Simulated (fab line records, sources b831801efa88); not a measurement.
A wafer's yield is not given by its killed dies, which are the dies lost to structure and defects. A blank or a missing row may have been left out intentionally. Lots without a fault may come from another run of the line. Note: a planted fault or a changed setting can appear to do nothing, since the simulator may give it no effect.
Comparing a struck lot with a sound one | flow sky130 | 14 out of 708 route steps
Sound: wafers L240.1, L240.5, L240.6. Struck: wafers L244.2, L244.3, L244.4. The cause is named last.
Each step with rows lists, per side, the tool, then ch with its chambers, then its first start. Under that, the readings that differ: sound wafers | struck wafers | difference of the means | sigmas: that difference in standard deviations of wafers without a fault.
alike: readings whose means differ by less than 2 such deviations, and words and numbers that are the same on both sides. not compared: withheld readings, readings that some wafer has no value for, bounds like >300 that may hide the same value, and numbers for which the record gives no deviation and whose values overlap.
A row with sigmas, a row that says differs or no value, or rows on one side alone: a step with any of these is where the two part. Numbers that have no deviation but don't overlap get no sigmas and don't part them. A reading missing from all wafers of one side parts the sides only when that side holds two or more wafers.

first, 1 step without rows for these wafers: SKY_CAP2M_DEVELOP_11 (develop time 60 s).
SKY_CAP2M_OVL_MEAS_12:
  struck on overlay-01, day 44 05:29; sound on overlay-01, day 42 23:25
  alike: CAP2M_OVL
SKY_CAP2M_METAL_ETCH_13: etches TiN in Cl2/BCl3, stops on SiO2, target depth 220 nm, time 62.9 s.
  sound on rieMetal-01 ch 0,1, day 42 23:28; struck on rieMetal-03 ch 0,1, day 44 05:31
reading             | sound             | struck            | difference | sigmas
oesProductAu (a.u.) | 0.939 0.963 0.961 | 0.933 0.930 0.943 | -0.019     | -3
  alike: drypumpMotorCurrentA, throttleValvePct
  not compared: rfHoursCounterH
SKY_CAP2M_STRIP_14: strips in O2/N2.
  sound on plasmaAsher-04 ch 0,1, day 42 23:32; struck on plasmaAsher-03 ch 0,1, day 44 05:35
  alike: drypumpMotorCurrentA, o2FlowSccm, oesProductAu, stripTimeToEndpointS
  not compared: rfHoursCounterH
then, 8 steps without rows for these wafers: SKY_CAP2M_STRIP_15 (strips in post etch residue remover, time 1200 s); SKY_CAP2M_CLEAN_16 (cleans in IPA, time 180 s); SKY_CAP2M_CLEAN_17 (cleans in O3/DIW); SKY_METAL4_DEHYDRATE_05 (time 60 s); SKY_METAL4_HMDS_06 (prime time 60 s); SKY_METAL4_COAT_07 (resist thk 60 nm); SKY_METAL4_COAT_08 (resist thk 1140 nm); SKY_METAL4_SOFTBAKE_09 (time 90 s).
SKY_METAL4_EXPOSE_10: exposes mask MM4, target cd 300 nm.
  sound on krfScanner-01 ch 0, day 43 11:43; struck on krfScanner-01, day 44 16:41
  no value came back on the struck wafers for exposureDoseMJCm2, focusOffsetNm (nm); on the sound wafers exposureDoseMJCm2 reads 27.828 27.808 27.831
  alike: mask
following that, these wafers have no rows for 1 step: SKY_METAL4_PEB_11.

WHERE THEY PART
Earliest at SKY_CAP2M_METAL_ETCH_13; latest, in this record, at SKY_METAL4_EXPOSE_10.

WHY: what had been put in by the simulator
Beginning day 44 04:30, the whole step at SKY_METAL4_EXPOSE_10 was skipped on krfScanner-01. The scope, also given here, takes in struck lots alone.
